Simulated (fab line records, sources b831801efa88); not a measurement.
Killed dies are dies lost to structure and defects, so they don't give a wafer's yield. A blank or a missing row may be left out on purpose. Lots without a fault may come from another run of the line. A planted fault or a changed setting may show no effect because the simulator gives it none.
Which tool did it? | flow gf180mcu | 6 lots, 18 wafers sampled, at 1 step of a route of 602

WHAT THE GAUGES READ, wafer by wafer
GF_M2_CD_MEAS_14: target cd 280 nm.
lot  | measured     | on        | cd_nm (nm)
L392 | day 20 01:57 | cd_sem-02 | 279.6 279.1 279.3
L395 | day 21 05:05 | cd_sem-02 | 278.1 277.0 277.1
L403 | day 23 23:24 | cd_sem-02 | 278.1 277.9 278.9
L405 | day 24 14:56 | cd_sem-01 | 280.7 280.1 280.4
L408 | day 25 15:29 | cd_sem-01 | 280.1 279.9 279.9
L411 | day 26 14:23 | cd_sem-01 | 281.0 280.6 281.8

WHICH TOOL RAN EACH LOT (tool, then ch and the chambers of the sampled wafers, then the start)
The record holds no process step before these readings.

THE ANSWER, worked out from the rows above alone
Rule: what is usual is taken from the lots themselves. Put in order of their means at a reading, lots are off if they are a third of the lots or fewer, leave a main group of 4 or more, and stand apart from it by a gap of 3 or more times the standard deviation of the main group's means; of several such gaps the widest counts. A main group whose means are all the same, to the digits that the tables above print for the reading, isn't used. A lot without any number at a reading at which 4 lots or more have one is off too. The other lots that the step has rows for count as sound.
No lot is off at any reading shown: from this, nothing can be told.

WHAT THE SIMULATOR HAD PUT IN
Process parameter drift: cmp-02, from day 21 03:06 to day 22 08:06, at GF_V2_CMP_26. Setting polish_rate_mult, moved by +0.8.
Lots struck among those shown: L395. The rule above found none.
